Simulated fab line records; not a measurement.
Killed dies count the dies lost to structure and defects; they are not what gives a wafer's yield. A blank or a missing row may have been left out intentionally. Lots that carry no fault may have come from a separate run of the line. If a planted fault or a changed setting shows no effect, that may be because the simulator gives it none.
Problem report in the 8D (eight disciplines) form, filled by code / flow sky130 / the parts of the form that need people (team, actions taken, sign-off) are left out

== 1. WHAT IS WRONG ==
Wafers free of any fault read 181.9 nm (standard deviation 1.9) for POLY_GATE_CVD_00_THK at SKY_POLY_GATE_THK_MEAS_01, against a mean of 199.9 nm on 9 wafers of 3 lots. That is +9.5 standard deviations from the usual mean.
First observed at day 18 11:46: wafer L644.3, on film_metro-02. At this step, 39 wafers from 13 lots have a number in the record. Rule for "out", or "out of limits": more than 4 standard deviations from the usual mean. Any other wafer with a number is counted as sound.

== 2. WHAT IT IS, AND WHAT IT ISN'T ==
question=which readings at this step | is=POLY_GATE_CVD_00_THK | is not=-
question=which lots | is=L644, L645, L646 | is not=L631, L632, L633, L634, L635, L637, L638, L642, L653, L654
question=which wafers of those lots | is=all that have a number | is not=-
question=read on which gauges | is=film_metro-01, film_metro-02 | is not=film_metro-04
question=when | is=from day 18 11:46 | is not=up to then (24 sound wafers); but 6 sound wafers of L653, L654 came after

== 3. WHAT RULES OUT EACH SUSPECT ==
Counting: any tool at a process step up to the reading is kept as a suspect provided that every lot that is out went through it and no sound lot did after the first of them.
- the gauge at SKY_POLY_GATE_THK_MEAS_01 is ruled out. 2 gauges (film_metro-01, film_metro-02) read the wafers that are out.
- lpcvd-01 at SKY_POLY_GATE_CVD_00 (deposits poly-Si, target thk 180 nm, time 720 s): ruled out as a lasting fault. The sound lots L654, L653 went through it after L644, its earliest lot that is out (day 18 10:32).
Left after counting: nothing in the record.

== 4. THE CAUSE (what the simulator had put in) ==
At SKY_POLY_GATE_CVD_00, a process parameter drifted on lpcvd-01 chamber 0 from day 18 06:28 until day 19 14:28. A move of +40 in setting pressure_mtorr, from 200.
Counting ruled it out, wrongly: the rule takes a fault to strike every lot that its tool runs from its start on, and this one did not.

== 5. THE EFFECT CHAIN, in route order ==
Each row: a reading whose mean over the struck wafers that have a number lies more than 3 standard deviations from the usual. Scope: only readings with a usual standard deviation given in the record; hours: median across lots of the time from each lot's start at the first step in this table that gives one to its start at this step; sigmas: change in usual standard deviations.
hours=0; step=SKY_POLY_GATE_CVD_00; reading=pressure_mtorr; usual=200.0 mTorr; on struck wafers=239.7; change=+39.7; sigmas=+99 or more
hours=1; step=SKY_POLY_GATE_THK_MEAS_01; reading=POLY_GATE_CVD_00_THK; usual=181.9 nm; on struck wafers=199.9; change=+18.0; sigmas=+9.5
The process steps in it:
- SKY_POLY_GATE_CVD_00: deposits poly-Si, target thk 180 nm, time 720 s.
Later measuring or inspecting steps at which every struck wafer that the step has a row for has a number for every such reading, and none has moved that far: SKY_POLY_GATE_CD_MEAS_22.

== 6. HOW IT WOULD HAVE BEEN CAUGHT EARLIER ==
5 hours passed between the start of the fault at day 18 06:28 and the first reading out of limits at a measuring or inspecting step in this record, taken at day 18 11:46.
Tool's own readings at SKY_POLY_GATE_CVD_00, pressure_mtorr: out on all struck wafers the step has rows for; an alarm limit on them would have tripped on the first.
